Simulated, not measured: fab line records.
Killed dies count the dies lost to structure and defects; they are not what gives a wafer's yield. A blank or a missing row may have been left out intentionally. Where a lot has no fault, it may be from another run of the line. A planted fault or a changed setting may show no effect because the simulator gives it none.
fab line records :: flow sfqLine
record
  lots=15
  wafers=45
  lastDay=80
route steps=325 shown I0@44
lots that met no fault: from a run of the same line without faults
startH: start of the lot's first displayed wafer, in hours after the record's first day :: waitH: how many hours have passed since the lot's step before this one :: " identical to the entry in the row above :: L1.1+2: a single row standing in for several wafers :: - no value, or no start given :: * or withheld: withheld :: < > ~ a bound
route shown NAME@n: names a module that has steps shown in the file, with the first one's number in the route :: usual: mean/standard deviation of fault-free wafers :: same: alike in all rows :: chamber/n: place in a boat :: sites: each site's reading :: _std_site: standard deviation of those values :: _edge_site: outer sites' mean less inner sites' :: radiusMm: how far each site lies from the wafer's centre :: mask NAME#n: copy n :: behind: the most recent tool/chamber to have shaped the wafer :: hold: cause of the lot's hold/its duration in hours/its outcome :: device: names the non-switching transistor (n, p or np) :: end of line: the route-end tests of the same wafers :: step lacking rows: just its recipe :: killed: at the first sort, the dies lost to defects and structure; wafer yield is something else :: map: a wafer's dies, marking killed ones x, the rest . and places with no die _
set.NAME: setting as actually run; set.NAME@STEP: the setting as run at that earlier step :: model.NAME: the simulator's own value behind a step, which no gauge read
a sample of lots followed through the steps of the route, with each step as a table and each wafer as a row
services: from which hour (startH, from the record's first day; less than 0 if before it) a tool's chamber was out of use, for how many hours, and why
## steps
# step SFQ_TRILAYER_I0_CMP_CMP_028
# recipe
  material=SiO2
  downForcePsi=3
  platenRpm=60
  padVelocityMS=0.94248
# usual
  motorCurrentA=10.2/0.59
  platenRpm=60.00/0.048
  slurryFilterDpKPa=13.50/0.14
  timeToEndpointS=215/9
lot.wafer: L492.4
tool: cmp-01
chamber: 2
startH: 174.71
waitH: 8.9
motorCurrentA: 10.7
platenRpm: 59.96
slurryFilterDpKPa: 13.56
timeToEndpointS: 208

lot.wafer: L492.3
tool: cmp-01
chamber: 0
startH: 175.71
waitH: 9.9
motorCurrentA: 9.5
platenRpm: 59.95
slurryFilterDpKPa: 13.41
timeToEndpointS: 215

lot.wafer: L492.1
tool: cmp-01
chamber: 1
startH: 175.71
waitH: 9.9
motorCurrentA: 10.4
platenRpm: 59.97
slurryFilterDpKPa: 13.28
timeToEndpointS: 200

lot.wafer: L493.1
tool: cmp-01
chamber: 1
startH: 178.71
waitH: 8.1
motorCurrentA: 10.4
platenRpm: 59.89
slurryFilterDpKPa: 13.31
timeToEndpointS: 205

lot.wafer: L493.5
tool: cmp-01
chamber: 3
startH: 179.71
waitH: 9.1
motorCurrentA: 10.5
platenRpm: 59.90
slurryFilterDpKPa: 13.49
timeToEndpointS: 206

lot.wafer: L493.6
tool: cmp-01
chamber: 0
startH: 179.71
waitH: 9.1
motorCurrentA: 9.7
platenRpm: 60.01
slurryFilterDpKPa: 13.16
timeToEndpointS: 227

lot.wafer: L494.3
tool: cmp-01
chamber: 0
startH: 180.71
waitH: 6.3
motorCurrentA: 9.8
platenRpm: 59.90
slurryFilterDpKPa: 13.58
timeToEndpointS: 214

lot.wafer: L494.2
tool: cmp-01
chamber: 2
startH: 181.71
waitH: 7.3
motorCurrentA: 10.2
platenRpm: 59.98
slurryFilterDpKPa: 13.80
timeToEndpointS: 214

lot.wafer: L494.4
tool: cmp-01
chamber: 3
startH: 181.71
waitH: 7.3
motorCurrentA: 10.6
platenRpm: 59.99
slurryFilterDpKPa: 13.51
timeToEndpointS: 215

lot.wafer: L495.2
tool: cmp-02
chamber: 1
startH: 184.11
waitH: 3.9
motorCurrentA: 10.0
platenRpm: 59.99
slurryFilterDpKPa: 13.37
timeToEndpointS: 218

lot.wafer: L495.1
tool: cmp-02
chamber: 2
startH: 184.11
waitH: 3.9
motorCurrentA: 9.0
platenRpm: 59.92
slurryFilterDpKPa: 13.60
timeToEndpointS: 209

lot.wafer: L495.5
tool: cmp-02
chamber: 2
startH: 186.61
waitH: 6.4
motorCurrentA: 9.5
platenRpm: 60.00
slurryFilterDpKPa: 13.55
timeToEndpointS: 214

lot.wafer: L496.4
tool: cmp-02
chamber: 3
startH: 196.61
waitH: 5.6
motorCurrentA: 10.0
platenRpm: 59.98
slurryFilterDpKPa: 13.31
timeToEndpointS: 208

lot.wafer: L496.5
tool: cmp-02
chamber: 2
startH: 198.11
waitH: 7.1
motorCurrentA: 9.5
platenRpm: 59.99
slurryFilterDpKPa: 13.46
timeToEndpointS: 217

lot.wafer: L496.6
tool: cmp-02
chamber: 3
startH: 198.11
waitH: 7.1
motorCurrentA: 9.8
platenRpm: 60.00
slurryFilterDpKPa: 13.51
timeToEndpointS: 214

lot.wafer: L497.4
tool: cmp-01
chamber: 0
startH: 201.08
waitH: 4.1
motorCurrentA: 9.8
platenRpm: 65.96
slurryFilterDpKPa: 13.55
timeToEndpointS: 214

lot.wafer: L497.3
tool: cmp-01
chamber: 2
startH: 202.08
waitH: 5.1
motorCurrentA: 9.9
platenRpm: 66.07
slurryFilterDpKPa: 13.52
timeToEndpointS: 203

lot.wafer: L497.6
tool: cmp-01
chamber: 1
startH: 203.58
waitH: 6.6
motorCurrentA: 10.7
platenRpm: 66.00
slurryFilterDpKPa: 13.60
timeToEndpointS: 187

lot.wafer: L498.1
tool: cmp-01
chamber: 2
startH: 207.08
waitH: 4.1
motorCurrentA: 10.7
platenRpm: 65.94
slurryFilterDpKPa: 13.48
timeToEndpointS: 196

lot.wafer: L498.4
tool: cmp-01
chamber: 3
startH: 207.08
waitH: 4.1
motorCurrentA: 11.1
platenRpm: 65.93
slurryFilterDpKPa: 13.87
timeToEndpointS: 206

lot.wafer: L498.2
tool: cmp-01
chamber: 1
startH: 208.58
waitH: 5.6
motorCurrentA: 10.8
platenRpm: 66.05
slurryFilterDpKPa: 13.48
timeToEndpointS: 182

lot.wafer: L499.3
tool: cmp-01
chamber: 0
startH: 216.08
waitH: 4.7
motorCurrentA: 10.4
platenRpm: 66.00
slurryFilterDpKPa: 13.52
timeToEndpointS: 202

lot.wafer: L499.1
tool: cmp-01
chamber: 1
startH: 216.08
waitH: 4.7
motorCurrentA: 10.5
platenRpm: 65.96
slurryFilterDpKPa: 13.70
timeToEndpointS: 179

lot.wafer: L499.5
tool: cmp-01
chamber: 1
startH: 218.58
waitH: 7.2
motorCurrentA: 10.7
platenRpm: 65.89
slurryFilterDpKPa: 13.49
timeToEndpointS: 187

lot.wafer: L509.3
tool: cmp-01
chamber: 3
startH: 282.42
waitH: 1.5
motorCurrentA: 11.6
platenRpm: 60.06
slurryFilterDpKPa: 13.52
timeToEndpointS: 214

lot.wafer: L509.5
tool: cmp-01
chamber: 0
startH: 282.42
waitH: 1.5
motorCurrentA: 9.9
platenRpm: 60.08
slurryFilterDpKPa: 13.44
timeToEndpointS: 222

lot.wafer: L509.6
tool: cmp-01
chamber: 1
startH: 282.42
waitH: 1.5
motorCurrentA: 10.4
platenRpm: 60.04
slurryFilterDpKPa: 13.47
timeToEndpointS: 214

lot.wafer: L510.4
tool: cmp-01
chamber: 3
startH: 286.92
waitH: 2.4
motorCurrentA: 10.9
platenRpm: 59.98
slurryFilterDpKPa: 13.53
timeToEndpointS: 227

lot.wafer: L510.1
tool: cmp-01
chamber: 2
startH: 288.42
waitH: 3.9
motorCurrentA: 10.2
platenRpm: 60.04
slurryFilterDpKPa: 13.55
timeToEndpointS: 216

lot.wafer: L510.6
tool: cmp-01
chamber: 3
startH: 288.42
waitH: 3.9
motorCurrentA: 11.7
platenRpm: 60.00
slurryFilterDpKPa: 13.64
timeToEndpointS: 218

lot.wafer: L511.3
tool: cmp-02
chamber: 1
startH: 293.98
waitH: 4.7
motorCurrentA: 10.1
platenRpm: 60.04
slurryFilterDpKPa: 13.53
timeToEndpointS: 225

lot.wafer: L511.2
tool: cmp-02
chamber: 3
startH: 294.98
waitH: 5.7
motorCurrentA: 10.3
platenRpm: 59.97
slurryFilterDpKPa: 13.68
timeToEndpointS: 204

lot.wafer: L511.5
tool: cmp-02
chamber: 1
startH: 295.98
waitH: 6.7
motorCurrentA: 10.2
platenRpm: 59.97
slurryFilterDpKPa: 13.48
timeToEndpointS: 232

lot.wafer: L512.4
tool: cmp-02
chamber: 1
startH: 306.48
waitH: 6.4
motorCurrentA: 10.5
platenRpm: 59.99
slurryFilterDpKPa: 13.48
timeToEndpointS: 215

lot.wafer: L512.2
tool: cmp-02
chamber: 3
startH: 307.48
waitH: 7.4
motorCurrentA: 10.2
platenRpm: 59.92
slurryFilterDpKPa: 13.45
timeToEndpointS: 201

lot.wafer: L512.5
tool: cmp-02
chamber: 0
startH: 307.48
waitH: 7.4
motorCurrentA: 10.0
platenRpm: 60.02
slurryFilterDpKPa: 13.34
timeToEndpointS: 217

lot.wafer: L513.1
tool: cmp-02
chamber: 1
startH: 312.48
waitH: 2.8
motorCurrentA: 9.7
platenRpm: 60.03
slurryFilterDpKPa: 13.58
timeToEndpointS: 225

lot.wafer: L513.2
tool: cmp-02
chamber: 3
startH: 313.48
waitH: 3.8
motorCurrentA: 9.9
platenRpm: 60.03
slurryFilterDpKPa: 13.76
timeToEndpointS: 209

lot.wafer: L513.6
tool: cmp-02
chamber: 0
startH: 313.48
waitH: 3.8
motorCurrentA: 8.5
platenRpm: 59.94
slurryFilterDpKPa: 13.50
timeToEndpointS: 227

lot.wafer: L514.2
tool: cmp-01
chamber: 1
startH: 317.46
waitH: 4.2
motorCurrentA: 10.4
platenRpm: 60.06
slurryFilterDpKPa: 13.32
timeToEndpointS: 211

lot.wafer: L514.4
tool: cmp-01
chamber: 2
startH: 317.46
waitH: 4.2
motorCurrentA: 11.1
platenRpm: 59.92
slurryFilterDpKPa: 13.47
timeToEndpointS: 216

lot.wafer: L514.6
tool: cmp-01
chamber: 0
startH: 318.96
waitH: 5.6
motorCurrentA: 9.9
platenRpm: 59.94
slurryFilterDpKPa: 13.94
timeToEndpointS: 223

lot.wafer: L515.3
tool: cmp-02
chamber: 2
startH: 321.98
waitH: 3.9
motorCurrentA: 9.0
platenRpm: 59.90
slurryFilterDpKPa: 13.53
timeToEndpointS: 209

lot.wafer: L515.1
tool: cmp-02
chamber: 3
startH: 321.98
waitH: 3.9
motorCurrentA: 10.1
platenRpm: 60.05
slurryFilterDpKPa: 13.48
timeToEndpointS: 205

lot.wafer: L515.5
tool: cmp-02
chamber: 0
startH: 321.98
waitH: 3.9
motorCurrentA: 9.2
platenRpm: 59.99
slurryFilterDpKPa: 13.32
timeToEndpointS: 226
## services
tool: cmp-02
chamber: -
startH: 169.59
hours: 2.5
kind: repair

tool: cmp-02
chamber: -
startH: 170.78
hours: 0.5
kind: repair

tool: cmp-01
chamber: -
startH: 191.37
hours: 3.7
kind: repair

tool: cmp-02
chamber: -
startH: 213.45
hours: 0.8
kind: repair

tool: cmp-02
chamber: -
startH: 226.28
hours: 5.6
kind: pm

tool: cmp-01
chamber: -
startH: 234.08
hours: 4.0
kind: pm

tool: cmp-01
chamber: -
startH: 238.08
hours: -
kind: consumableReplace:conditioner

tool: cmp-01
chamber: -
startH: 238.08
hours: -
kind: consumableReplace:pad

tool: cmp-01
chamber: -
startH: 298.48
hours: 3.0
kind: repair
## key
firstSign
  step=SFQ_TRILAYER_I0_CMP_CMP_028
  reading=platenRpm
  direction=up
  sigmas=99+
  usual=60.00
  struck=65.98
effect
  step=SFQ_TRILAYER_I0_CMP_CMP_028
  reading=timeToEndpointS
  direction=down
  sigmas=2.3
  usual=*
  struck=*
metAt SFQ_TRILAYER_I0_CMP_CMP_028
struckLots L497,L498,L499
fault
  kind=processParameterDrift
  tool=cmp-01
  chamber=-
  onsetH=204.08
  steps=SFQ_TRILAYER_I0_CMP_CMP_028
  channel=platenRpm
  offset=6
  shape=step
  endH=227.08
  actsIn=theseRecipesOnly
  stated=60
